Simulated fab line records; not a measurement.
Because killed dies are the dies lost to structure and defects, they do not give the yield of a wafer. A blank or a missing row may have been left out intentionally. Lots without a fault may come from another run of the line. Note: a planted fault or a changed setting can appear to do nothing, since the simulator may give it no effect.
Chamber matching / flow gf180mcu / GF_CONTACT_CMP_04 on cmp-02: 4 sister chambers
The step polishes SiO2. 8 wafers are shown with their chamber, then 9 later ones without.

WAFERS PAIRED WITH THEIR CHAMBERS
wafer=L945.6; chamber=3; timeToEndpointS (s)=110; motorCurrentA (A)=13.0
wafer=L946.1; chamber=3; timeToEndpointS (s)=109; motorCurrentA (A)=13.3
wafer=L954.1; chamber=1; timeToEndpointS (s)=121; motorCurrentA (A)=12.0
wafer=L954.2; chamber=2; timeToEndpointS (s)=111; motorCurrentA (A)=11.7
wafer=L954.4; chamber=0; timeToEndpointS (s)=108; motorCurrentA (A)=13.1
wafer=L955.1; chamber=2; timeToEndpointS (s)=105; motorCurrentA (A)=12.6
wafer=L955.2; chamber=0; timeToEndpointS (s)=105; motorCurrentA (A)=12.7
wafer=L955.4; chamber=1; timeToEndpointS (s)=117; motorCurrentA (A)=11.6

WAFERS WITH NO CHAMBER GIVEN
wafer=L959.4; timeToEndpointS (s)=107; motorCurrentA (A)=12.7
wafer=L959.5; timeToEndpointS (s)=109; motorCurrentA (A)=12.6
wafer=L959.6; timeToEndpointS (s)=109; motorCurrentA (A)=12.4
wafer=L961.1; timeToEndpointS (s)=96; motorCurrentA (A)=12.8
wafer=L961.2; timeToEndpointS (s)=105; motorCurrentA (A)=12.9
wafer=L961.3; timeToEndpointS (s)=103; motorCurrentA (A)=13.4
wafer=L963.3; timeToEndpointS (s)=103; motorCurrentA (A)=12.2
wafer=L963.4; timeToEndpointS (s)=102; motorCurrentA (A)=12.4
wafer=L963.5; timeToEndpointS (s)=109; motorCurrentA (A)=13.0

WHICH CHAMBER EACH ONE RAN IN
wafer=L959.4; from the rows above=can't be placed: 0 or 2 or 3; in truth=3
wafer=L959.5; from the rows above=can't be placed: 0 or 2 or 3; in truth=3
wafer=L959.6; from the rows above=can't be placed: 2 or 0 or 3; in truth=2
wafer=L961.1; from the rows above=can't be placed: 0 or 2 or 3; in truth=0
wafer=L961.2; from the rows above=can't be placed: 0 or 3 or 2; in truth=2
wafer=L961.3; from the rows above=can't be placed: 0 or 3 or 2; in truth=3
wafer=L963.3; from the rows above=can't be placed: 2 or 0 or 3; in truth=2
wafer=L963.4; from the rows above=can't be placed: 0 or 2 or 3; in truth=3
wafer=L963.5; from the rows above=can't be placed: 3 or 0 or 2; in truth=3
Correct placement for 0 of the 9. Not placeable from these rows: 9 (in 9, the candidates include the true chamber). 0 placed wrongly.
How it was worked out, from the rows above alone: a wafer's distance from a chamber is the root of the sum, over the readings, of the square of ((its reading less the chamber's mean) divided by the reading's scatter). The wafer belongs to the nearest chamber; if the next one is less than 2 further off, it can't be placed. A chamber's mean is the mean of its shown wafers. How the scatter is found: for the shown wafers, subtract from each reading the mean of its chamber, square and add these, divide the total by (wafers less chambers), then take the root.
